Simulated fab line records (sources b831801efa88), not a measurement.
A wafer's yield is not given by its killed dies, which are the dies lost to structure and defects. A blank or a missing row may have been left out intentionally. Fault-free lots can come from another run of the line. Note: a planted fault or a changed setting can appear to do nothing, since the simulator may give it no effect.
Which tool was responsible? / flow gf180mcu / 14 lots, 42 wafers sampled, at 3 steps of a route of 602

WHAT EACH GAUGE READ, for each wafer
GF_VT_IMPLANT_TW_MEAS_10. Usual: VT_IMPLANT_TW gives 564 (standard deviation 7.9).
lot=L899; measured=day 5 22:41; on=filmMetro-04; VT_IMPLANT_TW=571 574 571; flag=
lot=L900; measured=day 6 02:37; on=filmMetro-04; VT_IMPLANT_TW=574 569 573; flag=
lot=L901; measured=day 6 04:30; on=filmMetro-02; VT_IMPLANT_TW=561 562 560; flag=
lot=L902; measured=day 6 17:40; on=filmMetro-04; VT_IMPLANT_TW=572 576 575; flag=
lot=L903; measured=day 6 21:06; on=filmMetro-02; VT_IMPLANT_TW=566 561 565; flag=
lot=L904; measured=day 7 09:30; on=filmMetro-02; VT_IMPLANT_TW=558 559 558; flag=
lot=L905; measured=day 7 14:43; on=filmMetro-04; VT_IMPLANT_TW=569 569 569; flag=
lot=L906; measured=day 7 22:35; on=filmMetro-02; VT_IMPLANT_TW=559 560 561; flag=
lot=L909; measured=day 8 15:28; on=filmMetro-01; VT_IMPLANT_TW=554 556 554; flag=
lot=L916; measured=day 10 07:26; on=filmMetro-04; VT_IMPLANT_TW=574 576 578; flag=
lot=L917; measured=day 10 15:10; on=filmMetro-02; VT_IMPLANT_TW=555 560 557; flag=
lot=L918; measured=day 10 15:34; on=filmMetro-01; VT_IMPLANT_TW=559 558 559; flag=
lot=L920; measured=day 11 10:23; on=filmMetro-02; VT_IMPLANT_TW=564 562 564; flag=
lot=L921; measured=day 11 12:28; on=filmMetro-01; VT_IMPLANT_TW=557 559 561; flag=

GF_VT_IMPLANT_OVL_MEAS_29. Usual: VT_IMPLANT_02_OVL gives -0.2 nm (standard deviation 1.5).
lot=L899; measured=day 7 03:11; on=overlay-02; VT_IMPLANT_02_OVL (nm)=1.4 -0.7 -0.2; flag=
lot=L900; measured=day 7 07:41; on=overlay-02; VT_IMPLANT_02_OVL (nm)=1.1 1.2 1.2; flag=
lot=L901; measured=day 7 10:09; on=overlay-01; VT_IMPLANT_02_OVL (nm)=-0.9 -1.5 -1.3; flag=
lot=L902; measured=day 8 00:29; on=overlay-02; VT_IMPLANT_02_OVL (nm)=-0.5 -1.4 -0.3; flag=
lot=L903; measured=day 8 04:36; on=overlay-02; VT_IMPLANT_02_OVL (nm)=-0.6 -1.3 -1.2; flag=
lot=L904; measured=day 8 16:48; on=overlay-01; VT_IMPLANT_02_OVL (nm)=0.5 -0.9 -0.6; flag=
lot=L905; measured=day 8 22:59; on=overlay-02; VT_IMPLANT_02_OVL (nm)=-0.6 0.6 0.4; flag=
lot=L906; measured=day 9 07:17; on=overlay-02; VT_IMPLANT_02_OVL (nm)=1.9 1.2 2.4; flag=
lot=L909; measured=day 10 01:23; on=overlay-01; VT_IMPLANT_02_OVL (nm)=-0.9 -0.7 -1.6; flag=
lot=L916; measured=day 11 20:32; on=overlay-01; VT_IMPLANT_02_OVL (nm)=-0.1 -1.2 -1.3; flag=
lot=L917; measured=day 12 04:32; on=overlay-02; VT_IMPLANT_02_OVL (nm)=-2.1 -1.7 0.5; flag=
lot=L918; measured=day 12 05:08; on=overlay-02; VT_IMPLANT_02_OVL (nm)=1.5 1.1 0.3; flag=
lot=L920; measured=day 13 00:38; on=overlay-02; VT_IMPLANT_02_OVL (nm)=0.3 0.7 -0.3; flag=
lot=L921; measured=day 13 02:23; on=overlay-01; VT_IMPLANT_02_OVL (nm)=-0.4 0.1 -2.7; flag=

WHAT TOOL EACH LOT RAN ON (gives the tool, then ch and the chambers of the sampled wafers, and finally the start)
lot=L899; GF_LVPWELL_STRIP_10=plasmaAsher-03 ch 0,1, day 4 05:49
lot=L900; GF_LVPWELL_STRIP_10=plasmaAsher-03 ch 0,1, day 4 09:10
lot=L901; GF_LVPWELL_STRIP_10=plasmaAsher-01 ch 0,1, day 4 11:06
lot=L902; GF_LVPWELL_STRIP_10=plasmaAsher-01 ch 0,1, day 4 22:40
lot=L903; GF_LVPWELL_STRIP_10=plasmaAsher-01 ch 0,1, day 5 01:24
lot=L904; GF_LVPWELL_STRIP_10=plasmaAsher-02 ch 0,1, day 5 13:12
lot=L905; GF_LVPWELL_STRIP_10=plasmaAsher-01 ch 0,1, day 5 18:00
lot=L906; GF_LVPWELL_STRIP_10=plasmaAsher-02 ch 0,1, day 6 01:19
lot=L909; GF_LVPWELL_STRIP_10=plasmaAsher-01 ch 0,1, day 6 17:07
lot=L916; GF_LVPWELL_STRIP_10=plasmaAsher-02 ch 0,1, day 8 04:50
lot=L917; GF_LVPWELL_STRIP_10=plasmaAsher-03 ch 1, day 8 09:58
lot=L918; GF_LVPWELL_STRIP_10=plasmaAsher-02 ch 0,1, day 8 11:37
lot=L920; GF_LVPWELL_STRIP_10=plasmaAsher-01 ch 0,1, day 9 03:11
lot=L921; GF_LVPWELL_STRIP_10=plasmaAsher-01 ch 0,1, day 9 05:49
- GF_LVPWELL_STRIP_10: strips in O2/N2.

AS READ BY THE TOOLS THEMSELVES (means over the sampled wafers that have a number; for cases with no such wafer, the mark the record gives instead)
GF_LVPWELL_STRIP_10. Usual: drypumpMotorCurrentA 6.05 A, standard deviation 0.24; heaterPowerW 335 W, standard deviation 24; oesProductAu 0.723 a.u., standard deviation 0.0046; stripTimeToEndpointS 36.94 s, standard deviation 0.12.
lot=L899; tool=plasmaAsher-03; drypumpMotorCurrentA (A)=6.07; heaterPowerW (W)=337; oesProductAu (a.u.)=0.722; stripTimeToEndpointS (s)=36.91; flag=
lot=L900; tool=plasmaAsher-03; drypumpMotorCurrentA (A)=5.89; heaterPowerW (W)=365; oesProductAu (a.u.)=0.723; stripTimeToEndpointS (s)=36.95; flag=
lot=L901; tool=plasmaAsher-01; drypumpMotorCurrentA (A)=6.17; heaterPowerW (W)=320; oesProductAu (a.u.)=0.724; stripTimeToEndpointS (s)=36.89; flag=
lot=L902; tool=plasmaAsher-01; drypumpMotorCurrentA (A)=6.17; heaterPowerW (W)=321; oesProductAu (a.u.)=0.721; stripTimeToEndpointS (s)=36.98; flag=
lot=L903; tool=plasmaAsher-01; drypumpMotorCurrentA (A)=6.19; heaterPowerW (W)=316; oesProductAu (a.u.)=0.721; stripTimeToEndpointS (s)=36.95; flag=
lot=L904; tool=plasmaAsher-02; drypumpMotorCurrentA (A)=6.12; heaterPowerW (W)=339; oesProductAu (a.u.)=0.724; stripTimeToEndpointS (s)=36.86; flag=
lot=L905; tool=plasmaAsher-01; drypumpMotorCurrentA (A)=6.18; heaterPowerW (W)=322; oesProductAu (a.u.)=0.721; stripTimeToEndpointS (s)=36.88; flag=
lot=L906; tool=plasmaAsher-02; drypumpMotorCurrentA (A)=6.12; heaterPowerW (W)=343; oesProductAu (a.u.)=0.725; stripTimeToEndpointS (s)=36.86; flag=
lot=L909; tool=plasmaAsher-01; drypumpMotorCurrentA (A)=6.01; heaterPowerW (W)=329; oesProductAu (a.u.)=0.722; stripTimeToEndpointS (s)=36.82; flag=
lot=L916; tool=plasmaAsher-02; drypumpMotorCurrentA (A)=6.14; heaterPowerW (W)=336; oesProductAu (a.u.)=0.719; stripTimeToEndpointS (s)=36.98; flag=
lot=L917; tool=plasmaAsher-03; drypumpMotorCurrentA (A)=5.72; heaterPowerW (W)=369; oesProductAu (a.u.)=0.721; stripTimeToEndpointS (s)=37.11; flag=
lot=L918; tool=plasmaAsher-02; drypumpMotorCurrentA (A)=6.13; heaterPowerW (W)=338; oesProductAu (a.u.)=0.726; stripTimeToEndpointS (s)=36.97; flag=
lot=L920; tool=plasmaAsher-01; drypumpMotorCurrentA (A)=5.99; heaterPowerW (W)=325; oesProductAu (a.u.)=0.726; stripTimeToEndpointS (s)=36.93; flag=
lot=L921; tool=plasmaAsher-01; drypumpMotorCurrentA (A)=5.99; heaterPowerW (W)=330; oesProductAu (a.u.)=0.725; stripTimeToEndpointS (s)=37.15; flag=

THE ANSWER, worked out from the rows above alone
Rule: a lot counts as off when the mean over its wafers that have a number is more than 3 standard deviations away from the usual mean. A lot without any number at a reading at which 4 lots or more have one is off too. Any other lot the step has rows for is counted as sound. First the gauges in route order, then the tools' own readings, where a lot's mean is used as printed above. The first step at which some lot is off is used, and at that step the reading that is off furthest; a lot without a number counts as furthest.
No lot is off at any reading shown: from this, nothing can be told.

WHAT THE SIMULATOR HAD INSERTED
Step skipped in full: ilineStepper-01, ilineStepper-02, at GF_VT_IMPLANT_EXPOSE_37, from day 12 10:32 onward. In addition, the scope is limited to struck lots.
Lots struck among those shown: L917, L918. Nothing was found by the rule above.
